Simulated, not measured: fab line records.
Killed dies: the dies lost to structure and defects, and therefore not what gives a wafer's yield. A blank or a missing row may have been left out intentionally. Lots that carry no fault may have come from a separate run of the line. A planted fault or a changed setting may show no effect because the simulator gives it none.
Which tool is to blame? | flow sky130 | Sampling: 14 lots, 42 wafers, 2 of 708 route steps

== WHAT THE GAUGES READ, wafer by wafer ==
The record lacks any reading of a measuring or inspecting step that a usual standard deviation could be used to judge.

== WHICH TOOL RAN EACH LOT (tool, then ch and the chambers of the sampled wafers, then the start) ==
lot  | SKY_POLY_CUT_ETCH_11              | SKY_PAD_OPEN_PROBE_99
L897 | rieDiel-01 ch 0,3, day 23 19:50   | -
L898 | rieDiel-02 ch 1,3, day 24 09:26   | -
L899 | rieDiel-01 ch 0,1,2, day 24 16:11 | -
L900 | rieDiel-02 ch 1,2,3, day 24 16:14 | -
L901 | rieDiel-01 ch 0,1,2, day 25 08:31 | -
L903 | rieDiel-01 ch 0,1, day 26 21:33   | -
L904 | rieDiel-03 ch 0,2,3, day 26 23:02 | -
L902 | rieDiel-02 ch 0,3, day 26 23:21   | -
L908 | rieDiel-01 ch 0,1,2, day 27 21:39 | -
L909 | rieDiel-01 ch 1,2, day 28 03:20   | prober-01, day 48 12:46
L914 | rieDiel-01 ch 0,1, day 29 22:26   | prober-02, day 49 17:40
L917 | rieDiel-03 ch 0,1, day 30 21:32   | -
L919 | rieDiel-03 ch 1,2,3, day 31 11:50 | -
L920 | rieDiel-02 ch 0,1, day 31 20:20   | -
- SKY_POLY_CUT_ETCH_11: etches Si3N4 in CF4/CH2F2/Ar, stops on poly-Si, time 42.5 s, target depth 60 nm.
- SKY_PAD_OPEN_PROBE_99

== WHAT THE TOOLS THEMSELVES READ (means of the sampled wafers that have a number; where no wafer has one, the mark that the record gives instead) ==
SKY_POLY_CUT_ETCH_11.
lot  | tool       | chamberPressureMTorr (mTorr) | drypumpMotorCurrentA (A) | oesProductAu (a.u.) | throttleValvePct (%)
L897 | rieDiel-01 | 40.02                        | 6.0                      | 0.839               | 14.987
L898 | rieDiel-02 | 40.00                        | 5.8                      | 0.819               | 14.992
L899 | rieDiel-01 | 40.02                        | 5.8                      | 0.833               | 14.996
L900 | rieDiel-02 | 40.03                        | 5.9                      | 0.831               | 14.991
L901 | rieDiel-01 | 39.98                        | 5.8                      | 0.831               | 14.993
L903 | rieDiel-01 | 39.99                        | 5.9                      | 0.830               | 14.999
L904 | rieDiel-03 | 40.00                        | 5.5                      | 0.828               | 14.995
L902 | rieDiel-02 | 39.98                        | 5.4                      | 0.825               | 14.990
L908 | rieDiel-01 | 39.98                        | 5.9                      | 0.832               | 14.998
L909 | rieDiel-01 | 40.02                        | 6.0                      | 0.765               | 14.984
L914 | rieDiel-01 | 40.05                        | 6.0                      | 0.773               | 14.993
L917 | rieDiel-03 | 39.97                        | 5.5                      | 0.818               | 14.995
L919 | rieDiel-03 | 40.00                        | 5.4                      | 0.827               | 14.994
L920 | rieDiel-02 | 40.02                        | 5.7                      | 0.831               | 14.995

SKY_PAD_OPEN_PROBE_99.
lot  | tool      | killed_at_M0_to_M3 | killed_at_M4_up | killedAtContacts | killedAtFrontEnd | killedAtOther | killedDies | killedOnRim | killedOpen | killedShort
L909 | prober-01 | 38                 | 3.3             | 25               | 284              | 0.0           | 350        | 69          | 49         | 35
L914 | prober-02 | 46                 | 3.7             | 21               | 286              | 0.3           | 357        | 69          | 52         | 39

== THE ANSWER, worked out from the rows above alone ==
Rule: the usual values come from the lots themselves. Put in order of their means at a reading, lots are off if they are a third of the lots or fewer, leave a main group of 4 or more, and stand apart from it by a gap of 3 or more times the standard deviation of the main group's means; of several such gaps the widest counts. A main group whose means are all the same, to the digits that the tables above print for the reading, isn't used. Also off: a lot with no number at a reading for which 4 or more lots have one. All remaining lots with rows at the step are treated as sound. Order of review: gauges by route order, followed by the tools' own readings, for which a lot's mean as printed above is used. The first step at which some lot is off is used, and at that step the reading that is off furthest; a lot without a number counts as furthest.
Off at SKY_POLY_CUT_ETCH_11 (oesProductAu): L909, L914. Main group: mean 0.829 a.u., sd 0.0056.
A tool fits if, at that step or a process step before it, it ran every lot that is off, and no sound lot after the first of them. One candidate fits, namely rieDiel-01 at SKY_POLY_CUT_ETCH_11. Its last sound lot is L908 (day 27 21:39), its first lot that is off L909 (day 28 03:20): a fault that began between those two fits.
On the lots that are off, the tool's own readings at SKY_POLY_CUT_ETCH_11 differ by more than 5 times the standard deviation of the sound lots' means, which bears it out; oesProductAu reads 0.769 a.u. there versus 0.829 a.u. on the sound lots.

== WHAT WAS PUT IN BY THE SIMULATOR ==
rieDiel-01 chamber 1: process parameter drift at SKY_POLY_CUT_ETCH_11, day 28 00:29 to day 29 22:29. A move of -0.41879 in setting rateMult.
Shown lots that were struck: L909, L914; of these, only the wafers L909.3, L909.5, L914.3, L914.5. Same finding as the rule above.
